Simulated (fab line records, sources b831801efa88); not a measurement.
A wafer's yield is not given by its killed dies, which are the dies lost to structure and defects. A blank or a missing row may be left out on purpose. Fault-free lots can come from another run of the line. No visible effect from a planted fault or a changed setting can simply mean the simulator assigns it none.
Which tool did it? -- flow sky130 -- Sampling: 7 lots, 21 wafers, 2 of 708 route steps

== WHAT EACH GAUGE READ, for each wafer ==
SKY_POLY_GATE_THK_MEAS_01.
lot,measured,on,POLY_GATE_CVD_00_THK (nm)
L804,day 14 04:34,filmMetro-04,179.4 180.3 179.4
L807,day 15 03:29,filmMetro-01,181.7 182.2 180.1
L809,day 16 01:40,filmMetro-04,178.7 180.8 180.0
L812,day 17 04:59,filmMetro-02,231.0 230.6 230.1 230.7 230.9 230.0
L820,day 20 16:09,filmMetro-04,179.1 179.4 179.4
L824,day 21 10:40,filmMetro-04,181.3 181.4 180.5
L826,day 22 03:01,filmMetro-02,181.7 181.9 181.9

== WHAT TOOL EACH LOT RAN ON (gives the tool, then ch and the chambers of the sampled wafers, and finally the start) ==
lot,SKY_POLY_GATE_CVD_00
L804,"lpcvd-01 ch 0, day 14 03:21"
L807,"lpcvd-01 ch 0, day 15 02:17"
L809,"lpcvd-01 ch 0, day 15 23:52"
L812,"lpcvd-01 ch 0, day 17 03:47"
L820,"lpcvd-01 ch 0, day 20 14:19"
L824,"lpcvd-01 ch 0, day 21 09:28"
L826,"lpcvd-01 ch 1, day 22 01:49"
- SKY_POLY_GATE_CVD_00: deposits poly-Si, target thk 180 nm, time 720 s.

== THE ANSWER, worked out from the rows above alone ==
Rule: the lots themselves supply what counts as usual. The widest of any qualifying gaps counts: lots, ordered by their means at a reading, are off when they make up no more than a third of the lots, leave a main group of 4 or more, and stand apart from it by 3 or more times the standard deviation of that group's means. The tables above print the reading to a certain number of digits; a main group whose means all agree to those digits is not used. Also off: a lot with no number at a reading for which 4 or more lots have one. Any other lot the step has rows for is counted as sound.
Off: L812, at SKY_POLY_GATE_THK_MEAS_01 (POLY_GATE_CVD_00_THK). The main group has a mean of 180.5 nm with a standard deviation of 0.94.
If a tool, at a process step before that reading, ran all the lots that are off and no sound lot after the first of them, it fits. Gauges at SKY_POLY_GATE_THK_MEAS_01: tried the same way as those tools. Not one of the candidates tried fits.

== WHAT HAD BEEN PUT IN BY THE SIMULATOR ==
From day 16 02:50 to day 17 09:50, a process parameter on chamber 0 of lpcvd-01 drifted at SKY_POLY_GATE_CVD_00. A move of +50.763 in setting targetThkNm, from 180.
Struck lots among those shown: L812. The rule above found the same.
